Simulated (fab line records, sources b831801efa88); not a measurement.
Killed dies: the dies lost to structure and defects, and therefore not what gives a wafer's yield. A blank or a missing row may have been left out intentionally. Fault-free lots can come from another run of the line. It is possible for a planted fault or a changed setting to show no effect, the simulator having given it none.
What tool caused it? :: flow gf180mcu :: Sampling: 12 lots, 36 wafers, 5 of 602 route steps

WHAT THE GAUGES READ, wafer by wafer
GF_M2_CD_MEAS_14: the cd target is 280 nm. Usual: 280.1 nm for cd nm, sd 1.2.
lot: L573
measured: day 20 04:44
on: cd sem-02
cd nm (nm): 279.8 279.3 279.4
flag: 

lot: L574
measured: day 20 17:41
on: cd sem-01
cd nm (nm): 279.0 279.3 279.4
flag: 

lot: L576
measured: day 21 11:38
on: cd sem-02
cd nm (nm): 280.9 280.1 281.7
flag: 

lot: L577
measured: day 22 02:46
on: cd sem-02
cd nm (nm): 281.0 280.0 279.5
flag: 

lot: L578
measured: day 22 02:52
on: cd sem-02
cd nm (nm): 279.2 278.7 279.7
flag: 

lot: L579
measured: day 22 17:40
on: cd sem-02
cd nm (nm): 280.3 279.6 279.4
flag: 

lot: L580
measured: day 22 21:49
on: cd sem-02
cd nm (nm): 278.7 278.8 279.1
flag: 

lot: L582
measured: day 23 14:51
on: cd sem-02
cd nm (nm): 280.4 281.6 281.7
flag: 

lot: L583
measured: day 24 02:28
on: cd sem-02
cd nm (nm): 278.8 279.4 279.3
flag: 

lot: L584
measured: day 24 04:43
on: cd sem-02
cd nm (nm): 280.5 280.1 279.6
flag: 

lot: L593
measured: day 27 01:05
on: cd sem-01
cd nm (nm): 279.1 279.7 279.5
flag: 

lot: L594
measured: day 27 09:44
on: cd sem-02
cd nm (nm): 279.5 280.5 279.6
flag: 

GF_V2_BOW_MEAS_05. Usual: V2_BOW 98 um, standard deviation 7.3.
lot: L573
measured: day 20 06:38
on: film metro-03
V2_BOW (um): 94 97 97
flag: 

lot: L574
measured: day 20 19:17
on: film metro-03
V2_BOW (um): 106 95 99
flag: 

lot: L576
measured: day 21 13:09
on: film metro-04
V2_BOW (um): 92 95 95
flag: 

lot: L577
measured: day 22 04:08
on: film metro-03
V2_BOW (um): 108 100 112
flag: 

lot: L578
measured: day 22 04:20
on: film metro-02
V2_BOW (um): 106 102 93
flag: 

lot: L579
measured: day 22 19:08
on: film metro-02
V2_BOW (um): 98 100 105
flag: 

lot: L580
measured: day 22 23:11
on: film metro-03
V2_BOW (um): 98 102 97
flag: 

lot: L582
measured: day 23 16:13
on: film metro-04
V2_BOW (um): 92 104 108
flag: 

lot: L583
measured: day 24 03:50
on: film metro-03
V2_BOW (um): 90 84 85
flag: 

lot: L584
measured: day 24 06:04
on: film metro-03
V2_BOW (um): 92 99 93
flag: 

lot: L593
measured: day 27 02:29
on: film metro-03
V2_BOW (um): 95 95 101
flag: 

lot: L594
measured: day 27 11:30
on: film metro-03
V2_BOW (um): 93 102 91
flag: 

GF_V4_THK_MEAS_01. Usual: V4_CVD_00_THK 599 nm, standard deviation 8.2.
lot: L573
measured: day 24 10:09
on: film metro-02
V4_CVD_00_THK (nm): 609 597 600
flag: 

lot: L574
measured: day 24 20:45
on: film metro-02
V4_CVD_00_THK (nm): 574 587 596
flag: 

lot: L576
measured: day 25 14:21
on: film metro-04
V4_CVD_00_THK (nm): 607 600 591
flag: 

lot: L577
measured: day 26 01:28
on: film metro-04
V4_CVD_00_THK (nm): 600 603 602
flag: 

lot: L578
measured: day 26 02:38
on: film metro-03
V4_CVD_00_THK (nm): 598 593 604
flag: 

lot: L579
measured: day 26 15:50
on: film metro-02
V4_CVD_00_THK (nm): 596 598 597
flag: 

lot: L580
measured: day 26 20:11
on: film metro-02
V4_CVD_00_THK (nm): 603 592 593
flag: 

lot: L582
measured: day 27 14:06
on: film metro-03
V4_CVD_00_THK (nm): 586 593 593
flag: 

lot: L583
measured: day 27 22:13
on: film metro-02
V4_CVD_00_THK (nm): 593 591 594
flag: 

lot: L584
measured: day 28 00:45
on: film metro-03
V4_CVD_00_THK (nm): 590 596 587
flag: 

lot: L593
measured: day 30 13:14
on: film metro-03
V4_CVD_00_THK (nm): 305 309 307 305 309 307
flag: OFF

lot: L594
measured: day 30 21:25
on: film metro-02
V4_CVD_00_THK (nm): 287 292 296 287 292 297
flag: OFF

WHAT TOOL EACH LOT RAN ON (gives the tool, then ch and the chambers of the sampled wafers, and finally the start)
lot: L573
GF_V2_ETCH_17: rie diel-02 ch 1,2,3, day 24 10:04 or earlier
GF_V4_CVD_00: hdpcvd-02 ch 1,2, day 24 10:04

lot: L574
GF_V2_ETCH_17: rie diel-01 ch 1,2,3, day 24 20:39 or earlier
GF_V4_CVD_00: hdpcvd-01 ch 0,1, day 24 20:39

lot: L576
GF_V2_ETCH_17: rie diel-01 ch 0,3, day 25 14:17 or earlier
GF_V4_CVD_00: hdpcvd-02 ch 0,2, day 25 14:17

lot: L577
GF_V2_ETCH_17: rie diel-04 ch 1,2,3, day 26 01:20 or earlier
GF_V4_CVD_00: hdpcvd-02 ch 0, day 26 01:20

lot: L578
GF_V2_ETCH_17: rie diel-02 ch 1,2,3, day 26 02:31 or earlier
GF_V4_CVD_00: hdpcvd-02 ch 0, day 26 02:31

lot: L579
GF_V2_ETCH_17: rie diel-04 ch 1,2,3, day 26 15:43 or earlier
GF_V4_CVD_00: hdpcvd-02 ch 0,1, day 26 15:43

lot: L580
GF_V2_ETCH_17: rie diel-04 ch 1,3, day 26 20:06 or earlier
GF_V4_CVD_00: hdpcvd-02 ch 0,1, day 26 20:06

lot: L582
GF_V2_ETCH_17: rie diel-02 ch 0,1,2, day 27 14:02 or earlier
GF_V4_CVD_00: hdpcvd-02 ch 0,2, day 27 14:02

lot: L583
GF_V2_ETCH_17: rie diel-04 ch 3, day 27 22:08 or earlier
GF_V4_CVD_00: hdpcvd-01 ch 0,1, day 27 22:08

lot: L584
GF_V2_ETCH_17: rie diel-02 ch 2,3, day 28 00:40 or earlier
GF_V4_CVD_00: hdpcvd-01 ch 0,1, day 28 00:40

lot: L593
GF_V2_ETCH_17: rie diel-02 ch 0,2, day 30 13:10 or earlier
GF_V4_CVD_00: hdpcvd-02 ch 0,1, day 30 13:10

lot: L594
GF_V2_ETCH_17: rie diel-02 ch 0,1,2, day 30 21:20 or earlier
GF_V4_CVD_00: hdpcvd-02 ch 0,1,2, day 30 21:20
- GF_V2_ETCH_17: etches SiO2 in C4F8/O2/Ar, stops on TiN, target depth 630 nm.
- GF_V4_CVD_00: deposits SiO2, target thk 600 nm, time 100 s.

AS READ BY THE TOOLS THEMSELVES (means over the sampled wafers that have a number; for cases with no such wafer, the mark the record gives instead)
GF_V2_ETCH_17. Usual: oes product au 0.855 a.u., standard deviation 0.0044; rf fwd power W 1494 W, standard deviation 5.4.
lot: L573
tool: rie diel-02
oes product au (a.u.): 0.849
rf fwd power W (W): 1495
flag: 

lot: L574
tool: rie diel-01
oes product au (a.u.): 0.856
rf fwd power W (W): 1488
flag: 

lot: L576
tool: rie diel-01
oes product au (a.u.): 0.856
rf fwd power W (W): 1492
flag: 

lot: L577
tool: rie diel-04
oes product au (a.u.): 0.855
rf fwd power W (W): 1494
flag: 

lot: L578
tool: rie diel-02
oes product au (a.u.): 0.853
rf fwd power W (W): 1491
flag: 

lot: L579
tool: rie diel-04
oes product au (a.u.): 0.855
rf fwd power W (W): 1495
flag: 

lot: L580
tool: rie diel-04
oes product au (a.u.): 0.857
rf fwd power W (W): 1492
flag: 

lot: L582
tool: rie diel-02
oes product au (a.u.): 0.853
rf fwd power W (W): 1495
flag: 

lot: L583
tool: rie diel-04
oes product au (a.u.): 0.857
rf fwd power W (W): 1501
flag: 

lot: L584
tool: rie diel-02
oes product au (a.u.): 0.855
rf fwd power W (W): 1497
flag: 

lot: L593
tool: rie diel-02
oes product au (a.u.): 0.852
rf fwd power W (W): 1497
flag: 

lot: L594
tool: rie diel-02
oes product au (a.u.): 0.852
rf fwd power W (W): 1491
flag: 

GF_V4_CVD_00. Usual: sih4 flow sccm 59.99 sccm, standard deviation 0.17; susceptor temp C 400.04 C, standard deviation 0.23.
lot: L573
tool: hdpcvd-02
sih4 flow sccm (sccm): 59.92
susceptor temp C (C): 400.02
flag: 

lot: L574
tool: hdpcvd-01
sih4 flow sccm (sccm): 59.99
susceptor temp C (C): 399.73
flag: 

lot: L576
tool: hdpcvd-02
sih4 flow sccm (sccm): 60.04
susceptor temp C (C): 400.17
flag: 

lot: L577
tool: hdpcvd-02
sih4 flow sccm (sccm): 59.90
susceptor temp C (C): 400.06
flag: 

lot: L578
tool: hdpcvd-02
sih4 flow sccm (sccm): 59.98
susceptor temp C (C): 399.71
flag: 

lot: L579
tool: hdpcvd-02
sih4 flow sccm (sccm): 60.07
susceptor temp C (C): 400.17
flag: 

lot: L580
tool: hdpcvd-02
sih4 flow sccm (sccm): 60.17
susceptor temp C (C): 400.10
flag: 

lot: L582
tool: hdpcvd-02
sih4 flow sccm (sccm): 59.87
susceptor temp C (C): 400.04
flag: 

lot: L583
tool: hdpcvd-01
sih4 flow sccm (sccm): 59.83
susceptor temp C (C): 400.18
flag: 

lot: L584
tool: hdpcvd-01
sih4 flow sccm (sccm): 59.93
susceptor temp C (C): 400.20
flag: 

lot: L593
tool: hdpcvd-02
sih4 flow sccm (sccm): 30.01
susceptor temp C (C): 399.97
flag: OFF

lot: L594
tool: hdpcvd-02
sih4 flow sccm (sccm): 29.95
susceptor temp C (C): 400.08
flag: OFF

THE ANSWER, worked out from the rows above alone
Rule: a lot is off if the mean of its wafers that have a number lies more than 3 standard deviations from the usual mean. A lot without any number at a reading at which 4 lots or more have one is off too. Where the step has rows for the other lots, those lots are counted as sound. The gauges are gone through in route order, then the tools' own readings, and for those a lot's mean is taken as printed above. The first step at which some lot is off is used, and at that step the reading that is off furthest; a lot without a number counts as furthest.
Off: at GF_V4_THK_MEAS_01 (V4_CVD_00_THK), L593, L594.
If a tool, at a process step before that reading, ran all the lots that are off and no sound lot after the first of them, it fits. Not tried: the gauges at GF_V4_THK_MEAS_01; whatever is off there is also off at GF_V4_CVD_00, on other tools, and gauge error can't account for it. GF_V2_ETCH_17: start missing for some lots; hours and lot order therefore follow GF_V4_CVD_00. This does not decide it: 2 tools fit, namely rie diel-02 at GF_V2_ETCH_17 and hdpcvd-02 at GF_V4_CVD_00.

WHAT THE SIMULATOR HAD PUT IN
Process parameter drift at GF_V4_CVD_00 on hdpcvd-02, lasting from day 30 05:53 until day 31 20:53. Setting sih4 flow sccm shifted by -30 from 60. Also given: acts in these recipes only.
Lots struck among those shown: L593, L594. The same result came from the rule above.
